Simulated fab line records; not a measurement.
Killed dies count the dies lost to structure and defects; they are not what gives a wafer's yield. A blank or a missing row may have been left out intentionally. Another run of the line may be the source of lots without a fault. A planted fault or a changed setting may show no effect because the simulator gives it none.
The tool behind it: which one?	flow sky130	Sampling: 12 lots, 36 wafers, 4 of 708 route steps

## WHAT EACH GAUGE READ, for each wafer
SKY_VT_ADJUST_HVTP_CD_MEAS_07: target cd 380 nm.
lot	measured	on	cd-nm (nm)
L708	day 6 23:02	cd-sem-01	378.6 378.0 376.8
L710	day 7 15:08	cd-sem-01	377.1 376.7 378.5
L711	day 7 18:40	cd-sem-02	380.9 379.5 382.8
L712	day 8 01:36	cd-sem-02	376.7 378.1 379.3
L713	day 8 11:49	cd-sem-02	383.5 379.5 380.4
L714	day 8 14:35	cd-sem-01	378.9 380.3 379.7
L715	day 8 18:24	cd-sem-02	379.6 380.6 380.2
L716	day 9 01:47	cd-sem-02	381.9 384.5 381.3
L721	day 11 04:48	cd-sem-02	382.7 382.6 383.1
L725	day 11 13:47	cd-sem-02	382.3 379.9 381.7
L726	day 11 23:23	cd-sem-02	380.0 382.5 380.8
L727	day 12 07:04	cd-sem-02	380.4 380.6 381.7

SKY_VT_ADJUST_NCORE_TW_MEAS_11.
lot	measured	on	VT_ADJUST_NCORE_TW
L708	day 9 13:20	film-metro-03	221.9 223.4 222.7
L710	day 10 06:26	film-metro-01	219.7 218.9 220.6
L711	day 10 11:40	film-metro-02	217.1 218.4 218.9
L712	day 10 18:29	film-metro-03	221.0 221.5 220.7
L713	day 11 05:40	film-metro-01	271.0 269.7 269.9
L714	day 11 09:35	film-metro-01	220.9 221.6 221.4
L715	day 11 13:52	film-metro-02	218.5 219.0 217.7
L716	day 11 20:48	film-metro-01	270.3 270.0 271.0
L721	day 14 08:11	film-metro-03	267.7 270.8 270.0
L725	day 14 17:50	film-metro-02	217.6 216.5 218.1
L726	day 15 04:56	film-metro-01	219.5 218.7 219.0
L727	day 15 13:50	film-metro-01	218.4 218.6 218.4

## WHAT TOOL EACH LOT RAN ON (gives the tool, then ch and the chambers of the sampled wafers, and finally the start)
lot	SKY_VT_ADJUST_NCORE_IMPLANT_09	SKY_VT_ADJUST_NCORE_STRIP_10
L708	implanter-03 ch 0, day 9 13:07	plasma-asher-01 ch 0,1, day 9 13:15
L710	implanter-02 ch 0, day 10 06:13	plasma-asher-04 ch 0,1, day 10 06:21
L711	implanter-01 ch 0, day 10 11:26	plasma-asher-03 ch 0,1, day 10 11:34
L712	implanter-02 ch 0, day 10 18:16	plasma-asher-01 ch 0,1, day 10 18:23
L713	implanter-02 ch 0, day 11 05:08	plasma-asher-04 ch 0,1, day 11 05:34
L714	implanter-03 ch 0, day 11 09:22	plasma-asher-03 ch 0,1, day 11 09:30
L715	implanter-01 ch 0, day 11 13:37	plasma-asher-03 ch 0,1, day 11 13:46
L716	implanter-03 ch 0, day 11 20:15	plasma-asher-03 ch 0,1, day 11 20:41
L721	implanter-02 ch 0, day 14 07:37	plasma-asher-01 ch 0,1, day 14 08:05
L725	implanter-01 ch 0, day 14 17:36	plasma-asher-03 ch 0,1, day 14 17:43
L726	implanter-01 ch 0, day 15 04:41	plasma-asher-03 ch 0,1, day 15 04:49
L727	implanter-02 ch 0, day 15 13:36	plasma-asher-04 ch 0,1, day 15 13:43
- SKY_VT_ADJUST_NCORE_IMPLANT_09
- SKY_VT_ADJUST_NCORE_STRIP_10: strips in O2/N2.

## AS READ BY THE TOOLS THEMSELVES (means over the sampled wafers that have a number; for cases with no such wafer, the mark the record gives instead)
SKY_VT_ADJUST_NCORE_STRIP_10.
lot	tool	drypump-motor-current-A (A)	n2-flow-sccm (sccm)	oes-product-au (a.u.)	strip-time-to-endpoint-s (s)
L708	plasma-asher-01	5.3	300.2	0.716	14.21
L710	plasma-asher-04	5.5	300.6	0.715	14.21
L711	plasma-asher-03	5.1	299.6	0.714	14.19
L712	plasma-asher-01	5.3	301.3	0.714	14.15
L713	plasma-asher-04	5.5	300.8	0.715	14.20
L714	plasma-asher-03	5.5	300.4	0.715	14.20
L715	plasma-asher-03	5.5	300.3	0.713	14.16
L716	plasma-asher-03	5.5	299.7	0.719	14.15
L721	plasma-asher-01	5.3	299.8	0.717	14.15
L725	plasma-asher-03	5.2	298.8	0.716	14.14
L726	plasma-asher-03	5.2	300.0	0.717	14.16
L727	plasma-asher-04	5.5	300.4	0.711	14.25

## THE ANSWER, worked out from the rows above alone
Rule: what is usual is taken from the lots themselves. The widest of any qualifying gaps counts: lots, ordered by their means at a reading, are off when they make up no more than a third of the lots, leave a main group of 4 or more, and stand apart from it by 3 or more times the standard deviation of that group's means. A main group whose means are all the same, to the digits that the tables above print for the reading, isn't used. Also off: a lot with no number at a reading for which 4 or more lots have one. All remaining lots with rows at the step are treated as sound. Order of review: gauges by route order, followed by the tools' own readings, for which a lot's mean as printed above is used. At the first step where some lot is off, the reading lying furthest off is the one used; lots without a number count as furthest.
Off: at SKY_VT_ADJUST_NCORE_TW_MEAS_11 (VT_ADJUST_NCORE_TW), L713, L716, L721. The main group has a mean of 219.6 with a standard deviation of 1.6.
If a tool, at a process step before that reading, ran all the lots that are off and no sound lot after the first of them, it fits. The gauges at SKY_VT_ADJUST_NCORE_TW_MEAS_11 are tried like those tools. Of those tried, none fits.

## WHAT THE SIMULATOR HAD PUT IN
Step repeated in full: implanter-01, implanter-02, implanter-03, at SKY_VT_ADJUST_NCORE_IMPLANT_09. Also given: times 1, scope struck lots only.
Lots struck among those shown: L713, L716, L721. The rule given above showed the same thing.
